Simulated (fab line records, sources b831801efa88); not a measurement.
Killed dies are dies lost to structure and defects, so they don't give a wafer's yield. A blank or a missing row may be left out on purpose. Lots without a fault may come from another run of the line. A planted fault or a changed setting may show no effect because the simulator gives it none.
A struck lot beside a sound one | flow sky130 | 23 steps out of a route of 708
Sound: wafers L301.2, L301.4, L301.5. Struck: wafers L303.2, L303.4, L303.6. The cause comes at the end.
At each step with rows: each side's tool, then ch and its chambers, then its first start. Under that, the readings that differ: sound wafers | struck wafers | difference of the means | sigmas: that difference in standard deviations of wafers without a fault.
alike: readings whose means differ by less than 2 such deviations, and words and numbers that are the same on both sides. not compared: withheld readings, readings that some wafer has no value for, bounds like >300 that may hide the same value, and numbers for which the record gives no deviation and whose values overlap.
The two part at a step that has a row with sigmas, a row that says differs or no value, or rows on one side only. Numbers that don't overlap but have no deviation are shown without sigmas and don't part them. A reading that every wafer of one side lacks parts them only if that side has two wafers or more.

first, 1 step without rows for these wafers: SKY_POLY_GATE_OXIDATION_20 (stabilise 600 s, purge 300 s, target thk 4 nm).
SKY_POLY_GATE_THK_MEAS_21:
  sound on film_metro-03, day 17 11:20; struck on film_metro-04, day 18 01:49
  reading                      | sound          | struck         | difference | sigmas
  POLY_GATE_OXIDATION_THK (nm) | 3.78 3.87 3.94 | 4.06 4.00 4.05 | +0.17      | +3
SKY_POLY_GATE_CD_MEAS_22:
  sound on cd_sem-01, day 17 11:24; struck on cd_sem-02, day 18 01:54
  alike: cd_nm
then, 7 steps without rows for these wafers: SKY_LDD_N_DEHYDRATE_00 (time 60 s); SKY_LDD_N_HMDS_01 (prime time 60 s); SKY_LDD_N_COAT_02 (resist thk 300 nm); SKY_LDD_N_SOFTBAKE_03 (time 60 s); SKY_LDD_N_EXPOSE_04 (exposes mask NTM, target cd 840 nm); SKY_LDD_N_PEB_05; SKY_LDD_N_DEVELOP_06 (develop time 60 s).
SKY_LDD_N_OVL_MEAS_07:
  sound on overlay-02, day 18 17:23; struck on overlay-01, day 19 07:41
  reading        | sound          | struck         | difference | sigmas
  LDD_N_OVL (nm) | -4.5 -3.1 -3.7 | -0.6 -0.3 -0.8 | +3.2       | +2
then, 1 step without rows for these wafers: SKY_LDD_N_IMPLANT_08.
SKY_LDD_N_IMPLANT_09:
  sound on implanter-01 ch 0, day 18 17:35; struck on implanter-03 ch 0, day 19 07:53
  reading            | sound                         | struck                        | difference | sigmas
  dose_ions_cm2      | 7.505e+13 7.495e+13 7.512e+13 | 3.236e+13 3.232e+13 3.244e+13 | -4.267e+13 | -99 or more
  faraday_current_uA | 420 422 426                   | 187 184 182                   | -238       | -28
then, 6 steps without rows for these wafers: SKY_LDD_N_IMPLANT_10; SKY_LDD_N_IMPLANT_11; SKY_LDD_N_IMPLANT_12; SKY_LDD_N_IMPLANT_13; SKY_LDD_N_IMPLANT_14; SKY_LDD_N_IMPLANT_15.
SKY_LDD_N_STRIP_16: strips in O2/N2.
  sound on plasma_asher-03 ch 0,1, day 18 18:37; struck on plasma_asher-03 ch 0,1, day 19 08:55
  reading                      | sound             | struck            | difference | sigmas
  strip_time_to_endpoint_s (s) | 4.317 4.326 4.324 | 4.201 4.175 4.187 | -0.135     | -10
  alike: drypump_motor_current_A, oes_product_au
  not compared: rf_hours_counter_h
SKY_LDD_N_TW_MEAS_17:
  sound on film_metro-02, day 18 18:44; struck on film_metro-03, day 19 09:01
  reading  | sound          | struck         | difference | sigmas
  LDD_N_TW | 2602 2618 2597 | 2504 2505 2504 | -101       | -8
then, 1 step without rows for these wafers: SKY_LDD_P_DEHYDRATE_00 (time 60 s).
-- the record jumps here: 28 days lie between the struck wafers' starts before and after (it left off in module LDD_P and takes up again in module PAD_OPEN, whose first step shown is number 708 of the route) --
SKY_PAD_OPEN_PROBE_99:
  sound on prober-02, day 46 10:30; struck on prober-02, day 46 21:51
  reading                                    | sound                | struck              | difference | sigmas
  killed_at_M0_to_M3                         | 30 37 45             | 47 54 56            | +15        | +2
  model.etest.tip_n.rs_ohm_sq                | 442.4 440.6 440.4    | 495.9 491.1 490.1   | +51.2      |
  model.etest.nfet_01v8_swapped.vt_sat_v (V) | 0.6586 0.6574 0.6527 | 0.6663 0.668 0.6698 | +0.0118    |
  alike: killed_at_M4_up, killed_at_contacts, killed_at_front_end, killed_at_other, killed_dies, killed_open, killed_short

WHERE THEY PART
First at SKY_POLY_GATE_THK_MEAS_21; last, within this record, at SKY_PAD_OPEN_PROBE_99.

WHY: what the simulator had put in
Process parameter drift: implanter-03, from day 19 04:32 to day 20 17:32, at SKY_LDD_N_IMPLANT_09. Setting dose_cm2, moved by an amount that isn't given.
